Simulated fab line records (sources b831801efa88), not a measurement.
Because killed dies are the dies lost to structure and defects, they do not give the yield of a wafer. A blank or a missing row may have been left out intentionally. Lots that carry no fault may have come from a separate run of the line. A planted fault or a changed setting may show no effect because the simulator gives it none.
Problem report, 8D (eight disciplines) form, completed by code || flow gf180mcu || the parts of the form that need people (team, actions taken, sign-off) are left out

## 1. THE PROBLEM
At GF_POLY_GATE_ETCH_13, bias-w averages 89.05 W over 9 wafers from 3 lots, while fault-free wafers read 100.00 W, standard deviation 0.3. Measured from the usual mean, that is -36 standard deviations.
The step: etches poly-Si in HBr/Cl2, stops on SiO2, target depth 198.5 nm, time 69.6 s.
Seen first at day 13 05:42 on rie-si-01, wafer L384.1. At this step, 21 wafers from 7 lots have a number in the record. Rule for "out", or "out of limits": more than 4 standard deviations from the usual mean. The rest of the wafers with a number are treated as sound.

## 2. WHAT THIS IS AND IS NOT
{"question": "which readings at this step", "is": "bias-w", "is not": "drypump-motor-current-A, throttle-valve-pct"}
{"question": "which lots", "is": "L384, L386, L390", "is not": "L374, L379, L392, L394"}
{"question": "which wafers of those lots", "is": "all that have a number", "is not": "-"}
{"question": "read on which tools", "is": "rie-si-01", "is not": "rie-si-02"}
{"question": "when", "is": "from day 13 05:42", "is not": "up to then (6 sound wafers); but 6 sound wafers of L392, L394 came after"}

## 3. WHAT RULES OUT EACH SUSPECT
Counting: any tool at a process step up to the reading is kept as a suspect provided that every lot that is out went through it and no sound lot did after the first of them.
- rie-si-01 at GF_POLY_GATE_ETCH_13 (etches poly-Si in HBr/Cl2, stops on SiO2, target depth 198.5 nm, time 69.6 s): kept. It processed each lot that is out, first L384 at day 13 05:42, and no sound lot thereafter; up to then, the last sound lot it processed was L374 at day 9 21:00. Out on those wafers are its own readings of bias-w.
Remaining after the count: rie-si-01 at GF_POLY_GATE_ETCH_13.

## 4. THE CAUSE (what the simulator had put in)
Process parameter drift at GF_POLY_GATE_ETCH_13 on rie-si-01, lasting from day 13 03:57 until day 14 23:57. The setting bias-w was moved by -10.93, starting from 100. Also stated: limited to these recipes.
After counting, this tool was the only one left.

## 5. SEQUENCE OF EFFECTS, ordered by route
One row per reading whose mean, taken over the struck wafers that have a number, lies over 3 standard deviations from the usual. Only readings for which the record gives a usual standard deviation are gone through. hours: the time from each lot's start at the first step in this table that gives one to its start at this step, as a median over the lots. sigmas: the change in usual standard deviations.
{"hours": 0, "step": "GF_POLY_GATE_ETCH_13", "reading": "bias-w", "usual": "100.00 W", "on struck wafers": 89.05, "change": -10.95, "sigmas": -36}
It contains these process steps:
- GF_POLY_GATE_ETCH_13: etches poly-Si in HBr/Cl2, stops on SiO2, target depth 198.5 nm, time 69.6 s.

## 6. HOW IT WOULD HAVE BEEN CAUGHT EARLIER
2 hours passed between the start of the fault at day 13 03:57 and the first reading out of limits in this record, taken at day 13 05:42.
